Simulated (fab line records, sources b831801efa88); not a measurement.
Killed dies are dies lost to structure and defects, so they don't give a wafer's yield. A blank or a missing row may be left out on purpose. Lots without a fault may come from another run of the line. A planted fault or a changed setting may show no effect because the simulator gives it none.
fab line records | flow sky130
record lots=13 wafers=39 last_day=51
route steps=708 shown FIELD_ISO@17 NWELL@63 VT_ADJUST_NCORE@122
lots that met no fault: from a run of the same line without faults
start_h: hours from the record's first day to the start of the lot's first wafer shown | wait_h: hours since the lot's step before | " the same as in the row above | L1.1+2: a row that stands for several wafers | - no value, or no start given | * or withheld: withheld | < > ~ a bound
route shown NAME@n: a module of which the file shows steps, and the number in the route of the first | usual: mean/standard deviation of fault-free wafers | same: alike in all rows | chamber/n: place in a boat | sites: the reading at each site | _std_site: their standard deviation | _edge_site: outer sites' mean less inner sites' | radius_mm: how far each site lies from the wafer's centre | mask NAME#n: copy n | behind: the tool/chamber that last shaped the wafer | hold: why the lot was held/for how many hours/how that ended | device: the transistor (n, p or np) that didn't switch | end of line: the same wafers' tests at the end of the route | a step without rows: its recipe alone | killed: dies lost to structure and defects at the first sort, not the wafer's yield | map: a wafer's dies, x killed, . not, _ none there
set.NAME: the setting as run; set.NAME@STEP: as run at that earlier step | model.NAME: the simulator's own value behind a step, which no gauge read
steps of the route over a sample of lots; a table a step, a row a wafer
services: from which hour (start_h, from the record's first day; less than 0 if before it) a tool's chamber was out of use, for how many hours, and why
## steps
# step SKY_FIELD_ISO_STRIP_16
# recipe chemistry=O2/N2 power_w=1400 pressure_mtorr=1500 platen_temp_c=withheld o2_flow_sccm=3000 n2_flow_sccm=300 overash_fraction=0.5
# usual drypump_motor_current_A=5.6/0.38 n2_flow_sccm=299.9/0.97 oes_product_au=0.375/0.0043 strip_time_to_endpoint_s=3.485/0.028
# columns lot.wafer tool chamber start_h wait_h drypump_motor_current_A n2_flow_sccm oes_product_au rf_hours_counter_h strip_time_to_endpoint_s
L360.2 plasma_asher-02 0 30.39 0.0 5.7 299.3 0.380 23 3.502
L360.4 " 0 " " 5.6 298.3 0.370 - 3.490
L360.5 " 1 " " 6.1 298.3 0.384 - 3.487
L361.1 plasma_asher-02 1 36.42 0.0 6.1 299.9 0.378 24 3.510
L361.3 " 1 " " 6.1 299.8 0.370 - 3.471
L361.4 " 0 " " 5.6 299.4 0.382 - 3.485
L363.1 plasma_asher-03 1 47.72 0.0 5.2 299.0 0.377 31 3.494
L363.2 " 0 " " 5.3 302.0 0.381 31 3.477
L363.6 " 1 " " 5.2 299.0 0.383 - 3.477
L364.1 plasma_asher-03 1 51.14 0.0 5.2 300.5 0.374 32 3.481
L364.4 " 1 " " 5.2 299.9 0.377 - 3.514
L364.6 " 0 " " 5.3 300.7 0.376 - 3.493
L367.3 plasma_asher-03 0 65.52 0.1 5.3 299.6 0.383 - 3.498
L367.4 " 1 " " 5.2 301.1 0.375 - 3.487
L367.6 " 1 " " 5.2 300.5 0.380 - 3.471
L369.2 plasma_asher-04 0 79.09 0.0 5.6 297.7 0.377 38 3.449
L369.3 " 0 " " 5.6 299.7 0.372 - 3.436
L369.4 " 1 " " 6.2 299.6 0.375 - 3.441
L373.1 plasma_asher-04 1 97.57 0.0 6.3 299.9 0.381 39 3.502
L373.2 " 0 " " 5.6 299.4 0.374 39 3.485
L373.5 " 0 " " 5.6 299.6 0.377 - 3.502
L374.3 plasma_asher-04 0 105.07 0.1 5.6 299.1 0.373 - 3.432
L374.5 " 0 " " 5.6 300.7 0.367 - 3.442
L374.6 " 1 " " 6.3 301.5 0.376 - 3.416
L378.3 plasma_asher-04 0 124.17 0.1 5.6 298.1 0.372 - 3.533
L378.4 " 1 " " 6.2 299.6 0.375 - 3.491
L378.5 " 1 " " 6.3 300.7 0.375 - 3.491
L380.1 plasma_asher-02 0 134.49 0.0 5.6 298.5 0.373 33 3.459
L380.2 " 1 " " 6.1 299.0 0.377 33 3.510
L380.3 " 1 " " 6.1 299.2 0.377 - 3.478
L381.1 plasma_asher-03 1 141.94 0.0 5.2 300.3 0.380 3 3.508
L381.4 " 1 " " 5.2 300.9 0.375 - 3.504
L381.6 " 1 " " 5.2 299.6 0.385 - 3.534
L382.3 plasma_asher-03 1 144.77 0.1 5.2 299.7 0.368 - 3.508
L382.5 " 1 " " 5.2 300.5 0.374 - 3.475
L382.6 " 0 " " 5.3 298.8 0.377 - 3.494
L383.2 plasma_asher-02 0 148.47 0.0 5.6 299.7 0.378 35 3.486
L383.3 " 0 " " 5.6 301.8 0.378 - 3.472
L383.6 " 1 " " 6.1 300.2 0.373 - 3.504
# step SKY_NWELL_OVL_MEAS_10
# usual NWELL_00_OVL=-0.9/1.4
# columns lot.wafer tool chamber start_h wait_h NWELL_00_OVL[nm]
L360.2 overlay-01 - 91.97 - 0.3
L360.4 " - " " -0.9
L360.5 " - " " 0.8
L361.1 overlay-01 - 95.55 - -0.1
L361.3 " - " " -1.3
L361.4 " - " " -2.4
L363.1 overlay-02 - 109.50 - 0.2
L363.2 " - " " 0.6
L363.6 " - " " -0.2
L364.1 overlay-01 - 116.57 - -0.9
L364.4 " - " " -2.5
L364.6 " - " " -2.6
L367.3 overlay-02 - 131.11 - 0.8
L367.4 " - " " 1.0
L367.6 " - " " 1.7
L369.2 overlay-02 - 142.37 - -1.9
L369.3 " - " " -1.2
L369.4 " - " " -0.5
L373.1 overlay-02 - 161.95 - -0.6
L373.2 " - " " -1.0
L373.5 " - " " 0.0
L374.3 overlay-02 - 172.46 - -0.4
L374.5 " - " " -1.6
L374.6 " - " " -1.3
L378.3 overlay-02 - 192.03 - -3.4
L378.4 " - " " -1.9
L378.5 " - " " -3.7
L380.1 overlay-02 - 207.42 - -1.4
L380.2 " - " " -1.8
L380.3 " - " " -1.7
L381.1 overlay-02 - 215.57 - -4.0
L381.4 " - " " -1.8
L381.6 " - " " -2.2
L382.3 overlay-02 - 216.66 - -1.5
L382.5 " - " " -0.5
L382.6 " - " " 0.5
L383.2 overlay-01 - 220.06 - 0.5
L383.3 " - " " 0.1
L383.6 " - " " 0.2
# step SKY_NWELL_RTA_28
# recipe temp_c=1050 time_s=30 idle_temp_c=650 ramp_up_c_per_s=150 ramp_down_c_per_s=90 ambient=N2
# usual lamp_power_pct=25.30/0.052 wafer_temp_C_max=1054.8/0.92
# columns lot.wafer tool chamber start_h wait_h lamp_power_pct wafer_temp_C_max
L360.2 rtp_anneal-02 0 111.86 0.0 25.24 1054.7
L360.4 " 0 " " 25.28 1054.2
L360.5 " 0 " " 25.33 1055.8
L361.1 rtp_anneal-01 0 115.65 0.0 25.21 1055.0
L361.3 " 0 " " 25.35 1054.2
L361.4 " 0 " " 25.31 1053.8
L363.1 rtp_anneal-01 0 129.31 0.0 25.30 1055.1
L363.2 " 0 " " 25.28 1056.1
L363.6 " 0 " " 25.33 1055.3
L364.1 rtp_anneal-02 0 135.91 0.0 25.35 1053.8
L364.4 " 0 " " 25.30 1054.0
L364.6 " 0 " " 25.35 1056.0
L367.3 rtp_anneal-01 0 151.28 0.0 25.36 1055.7
L367.4 " 0 " " 25.37 1053.7
L367.6 " 0 " " 25.34 1055.1
L369.2 rtp_anneal-02 0 162.76 0.0 25.38 1054.4
L369.3 " 0 " " 25.27 1053.9
L369.4 " 0 " " 25.38 1055.9
L373.1 rtp_anneal-01 0 184.15 0.0 25.23 1054.0
L373.2 " 0 " " 25.15 1055.2
L373.5 " 0 " " 25.28 1054.9
L374.3 rtp_anneal-01 0 194.45 0.0 25.23 1055.3
L374.5 " 0 " " 25.27 1053.7
L374.6 " 0 " " 25.34 1055.2
L378.3 rtp_anneal-02 0 215.18 0.0 25.34 1054.0
L378.4 " 0 " " 25.22 1056.1
L378.5 " 0 " " 25.40 1054.0
L380.1 rtp_anneal-02 0 230.64 0.0 25.25 1054.2
L380.2 " 0 " " 25.28 1054.5
L380.3 " 0 " " 25.35 1054.7
L381.1 rtp_anneal-02 0 239.36 0.0 25.32 1057.2
L381.4 " 0 " " 25.27 1054.4
L381.6 " 0 " " 25.37 1055.3
L382.3 rtp_anneal-01 0 240.58 0.0 25.30 1054.8
L382.5 " 0 " " 25.34 1055.4
L382.6 " 0 " " 25.35 1055.6
L383.2 rtp_anneal-02 0 243.56 0.0 25.24 1054.2
L383.3 " 0 " " 25.39 1055.1
L383.6 " 0 " " 25.21 1055.0
# step SKY_VT_ADJUST_NCORE_SOFTBAKE_03
# recipe temp_c=90 time_s=60 resist=NOVOLAK
# usual heater_power_total_W=56.60/0.045 run_length_s=89.36/0.12
# columns lot.wafer tool chamber start_h wait_h heater_power_total_W run_length_s
L360.2 litho_track-03 0 180.69 0.1 56.68 89.31
L360.4 " 0 " " 56.53 89.49
L360.5 " 0 " " 56.63 89.37
L361.1 litho_track-03 0 185.82 0.1 56.64 89.25
L361.3 " 0 " " 56.69 89.69
L361.4 " 0 " " 56.52 89.35
L363.1 litho_track-02 0 199.57 0.1 56.67 89.22
L363.2 " 0 " " 56.59 89.21
L363.6 " 0 " " 56.61 89.40
L364.1 litho_track-02 0 208.62 0.1 56.55 89.28
L364.4 " 0 " " 56.54 89.41
L364.6 " 0 " " 56.67 89.64
L367.3 litho_track-01 0 226.35 0.1 56.70 89.33
L367.4 " 0 " " 56.42 89.55
L367.6 " 0 " " 56.61 89.25
L369.2 litho_track-02 0 239.79 0.1 57.57 86.26
L369.3 " 0 " " 57.62 86.19
L369.4 " 0 " " 57.49 86.20
L373.1 litho_track-02 0 263.72 0.1 57.51 86.30
L373.2 " 0 " " 57.66 86.12
L373.5 " 0 " " 57.55 86.44
L374.3 litho_track-03 0 275.22 0.1 56.57 89.40
L374.5 " 0 " " 56.60 89.44
L374.6 " 0 " " 56.57 89.41
L378.3 litho_track-03 0 298.47 0.1 56.61 89.46
L378.4 " 0 " " 56.58 89.55
L378.5 " 0 " " 56.62 89.32
L380.1 litho_track-01 0 317.05 0.1 56.57 89.19
L380.2 " 0 " " 56.63 89.32
L380.3 " 0 " " 56.66 89.19
L381.1 litho_track-02 0 326.97 0.1 56.55 89.33
L381.4 " 0 " " 56.62 89.31
L381.6 " 0 " " 56.57 89.24
L382.3 litho_track-03 0 328.82 0.1 56.63 89.46
L382.5 " 0 " " 56.61 89.25
L382.6 " 0 " " 56.60 89.58
L383.2 litho_track-03 0 331.29 0.1 56.63 89.54
L383.3 " 0 " " 56.57 89.31
L383.6 " 0 " " 56.60 89.26
## services
# columns tool chamber start_h hours kind
plasma_asher-03 - 43.39 1.1 repair
plasma_asher-04 - 65.12 2.8 pm
plasma_asher-03 - 108.75 9.0 pm
plasma_asher-03 0 108.75 9.0 vent_cycle
plasma_asher-03 1 108.75 9.0 vent_cycle
plasma_asher-03 0 117.75 - clean
plasma_asher-03 1 117.75 - clean
plasma_asher-02 - 123.05 1.7 repair
plasma_asher-02 - 125.45 3.9 repair
plasma_asher-04 - 144.76 23.9 pm
plasma_asher-03 - 158.51 19.9 repair
plasma_asher-02 - 184.59 14.6 pm
rtp_anneal-01 - 212.61 5.3 pm
plasma_asher-03 - 293.40 2.7 repair
litho_track-01 - 294.31 - consumable_replace:filter
litho_track-02 - 299.63 - consumable_replace:filter
plasma_asher-02 - 304.74 2.6 repair
plasma_asher-02 - 316.02 5.2 pm
rtp_anneal-02 - 326.27 73.4 pm
## key
first_sign step=SKY_VT_ADJUST_NCORE_SOFTBAKE_03 reading=run_length_s direction=down sigmas=27 usual=* struck=*
effect step=SKY_VT_ADJUST_NCORE_SOFTBAKE_03 reading=heater_power_total_W direction=up sigmas=21 usual=* struck=*
met_at SKY_VT_ADJUST_NCORE_SOFTBAKE_03
struck_lots L369,L373
tester_left_out L369,L373
not_acting_at SKY_FIELD_ISO_STRIP_16,SKY_NWELL_OVL_MEAS_10,SKY_NWELL_RTA_28
onset_between 208.62 239.79
fault kind=process_parameter_drift tool=litho_track-02 chamber=- onset_h=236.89 steps=SKY_VT_ADJUST_NCORE_SOFTBAKE_03 channel=time_s offset=* shape=step end_h=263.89 acts_in=* stated=*
# tester_left_out: of these lots the tester's yield and bins aren't shown, on N5 and GAA mostly nor the transistor test; their killed dies are dies lost to structure and defects alone, not to doping, threshold or leakage, so they don't give the yield
